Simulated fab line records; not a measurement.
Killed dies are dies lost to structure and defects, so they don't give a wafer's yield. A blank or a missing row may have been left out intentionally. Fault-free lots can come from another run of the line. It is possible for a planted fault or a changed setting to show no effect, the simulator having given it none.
Which tool did it? | flow gf180mcu | Sampling: 14 lots, 42 wafers, 5 of 602 route steps

== WHAT THE GAUGES SHOWED, per wafer ==
GF_POLY_GATE_CD_MEAS_18.
lot  | measured     | on        | cd_nm (nm)
L549 | day 9 08:00  | cd_sem-01 | 277.5 279.4 277.7
L550 | day 9 15:51  | cd_sem-02 | 280.0 281.5 282.3
L551 | day 9 20:49  | cd_sem-01 | 280.5 281.5 279.0
L552 | day 10 04:41 | cd_sem-01 | 278.3 277.9 284.5
L553 | day 10 11:53 | cd_sem-02 | 280.6 280.4 279.7
L557 | day 11 16:04 | cd_sem-02 | 278.1 280.5 281.5
L559 | day 12 02:27 | cd_sem-01 | 279.7 281.6 280.2
L562 | day 13 02:59 | cd_sem-01 | 279.8 279.6 281.6
L565 | day 14 02:25 | cd_sem-02 | 281.4 278.0 279.6
L566 | day 14 11:36 | cd_sem-02 | 281.5 277.4 281.9
L567 | day 14 13:43 | cd_sem-01 | 278.2 279.8 281.9
L570 | day 15 12:43 | cd_sem-02 | 279.2 283.4 282.6
L571 | day 15 19:47 | cd_sem-01 | 279.7 282.1 281.3
L572 | day 16 02:05 | cd_sem-02 | 283.4 281.3 280.5

GF_HV_LDD_TW_MEAS_23.
lot  | measured     | on            | HV_LDD_2_TW
L549 | day 10 21:07 | film_metro-04 | 1054 1053 1055
L550 | day 11 04:14 | film_metro-04 | 1048 1052 1056
L551 | day 11 10:10 | film_metro-01 | 1050 1055 1058
L552 | day 11 17:55 | film_metro-01 | 1053 1057 1058
L553 | day 12 02:29 | film_metro-01 | 1066 1061 1062
L557 | day 13 07:22 | film_metro-03 | 1045 1036 1040
L559 | day 13 18:58 | film_metro-03 | 1046 1045 1037
L562 | day 14 20:03 | film_metro-03 | 1042 1043 1036
L565 | day 15 22:13 | film_metro-03 | 1038 1037 1034
L566 | day 16 08:04 | film_metro-03 | 1047 1041 1038
L567 | day 16 10:18 | film_metro-04 | 1056 1054 1051
L570 | day 17 10:31 | film_metro-01 | 1058 1055 1057
L571 | day 17 17:43 | film_metro-01 | 1064 1062 1063
L572 | day 17 23:56 | film_metro-03 | 1042 1039 1051

GF_HV_LDD_THK_MEAS_57.
lot  | measured     | on            | HV_LDD_CVD_56_THK (nm)
L549 | day 12 15:38 | film_metro-03 | 89.3 89.9 89.6
L550 | day 12 21:44 | film_metro-04 | 90.6 91.1 90.2
L551 | day 13 04:10 | film_metro-04 | 91.2 90.2 91.0
L552 | day 13 12:55 | film_metro-03 | 90.9 91.0 90.3
L553 | day 13 22:08 | film_metro-03 | 90.4 89.2 90.4
L557 | day 15 05:02 | film_metro-04 | 89.3 89.6 89.7
L559 | day 15 17:03 | film_metro-03 | 89.4 88.9 89.6
L562 | day 16 19:50 | film_metro-04 | 90.5 91.2 90.3
L565 | day 18 01:11 | film_metro-04 | 92.5 91.9 91.7
L566 | day 18 09:19 | film_metro-04 | 91.6 91.5 91.2
L567 | day 18 12:41 | film_metro-04 | 89.7 90.3 91.2
L570 | day 19 14:20 | film_metro-01 | 90.5 90.0 90.0
L571 | day 19 21:41 | film_metro-01 | 90.2 89.8 89.9
L572 | day 20 04:35 | film_metro-01 | 90.8 90.6 91.0

GF_NSD_TW_MEAS_12.
lot  | measured     | on            | NSD_TW
L549 | day 13 12:19 | film_metro-02 | 4309 4297 4347
L550 | day 13 17:22 | film_metro-02 | 4311 4311 4308
L551 | day 14 00:19 | film_metro-02 | 4348 4308 4320
L552 | day 14 09:58 | film_metro-02 | 4313 4325 4304
L553 | day 14 19:34 | film_metro-01 | 4257 4224 4253
L557 | day 16 03:43 | film_metro-01 | 4289 4281 4278
L559 | day 16 16:07 | film_metro-02 | 1974 1984 1981
L562 | day 17 19:51 | film_metro-02 | 2009 1971 1968
L565 | day 19 02:01 | film_metro-04 | 4250 4232 4244
L566 | day 19 10:19 | film_metro-01 | 4257 4244 4248
L567 | day 19 13:25 | film_metro-01 | 4257 4226 4264
L570 | day 20 15:13 | film_metro-02 | 4308 4280 4281
L571 | day 20 22:37 | film_metro-02 | 4302 4323 4321
L572 | day 21 05:35 | film_metro-01 | 4246 4262 4239

== EACH LOT AND THE TOOL THAT RAN IT (in order: tool; ch and the chambers of the sampled wafers; start) ==
lot  | GF_NSD_DEVELOP_06
L549 | litho_track-04 ch 0, day 13 11:38
L550 | litho_track-04 ch 0, day 13 16:41
L551 | litho_track-04 ch 0, day 13 23:36
L552 | litho_track-04 ch 0, day 14 09:15
L553 | litho_track-02 ch 0, day 14 18:54
L557 | litho_track-04 ch 0, day 16 03:00
L559 | litho_track-02 ch 0, day 16 15:25
L562 | litho_track-02 ch 0, day 17 19:09
L565 | litho_track-04 ch 0, day 19 01:00
L566 | litho_track-04 ch 0, day 19 09:38
L567 | litho_track-04 ch 0, day 19 12:44
L570 | litho_track-01 ch 0, day 20 14:31
L571 | litho_track-04 ch 0, day 20 21:56
L572 | litho_track-01 ch 0, day 21 04:55
- GF_NSD_DEVELOP_06: develop time 60 s.

== AS READ BY THE TOOLS THEMSELVES (means over the sampled wafers that have a number; for cases with no such wafer, the mark the record gives instead) ==
The record holds no such reading with a usual standard deviation.

== THE ANSWER, worked out from the rows above alone ==
Rule: usual is defined by the lots themselves. The widest of any qualifying gaps counts: lots, ordered by their means at a reading, are off when they make up no more than a third of the lots, leave a main group of 4 or more, and stand apart from it by 3 or more times the standard deviation of that group's means. A main group whose means are all the same, to the digits that the tables above print for the reading, isn't used. Also off: a lot with no number at a reading for which 4 or more lots have one. The other lots that the step has rows for count as sound. After the gauges, taken in route order, come the tools' own readings; for these a lot's mean is taken, as printed above. The first step at which some lot is off is used, and at that step the reading that is off furthest; a lot without a number counts as furthest.
Off: L559, L562, seen at GF_NSD_TW_MEAS_12 (NSD_TW). Mean 4282 and standard deviation 32 in the main group.
A tool fits if, at a process step before that reading, it ran every lot that is off, and no sound lot after the first of them. Those tools and the gauges at GF_NSD_TW_MEAS_12 are tried in the same way. One fits: GF_NSD_DEVELOP_06 on litho_track-02. A fault onset in the window from L553 (day 14 18:54, its last sound lot) to L559 (day 16 15:25, its first lot off) fits.

== WHAT THE SIMULATOR HAD INSERTED ==
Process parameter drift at GF_NSD_DEVELOP_06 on litho_track-02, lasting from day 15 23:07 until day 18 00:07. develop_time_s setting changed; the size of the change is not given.
Lots struck among those shown: L559, L562. Same finding as the rule above.
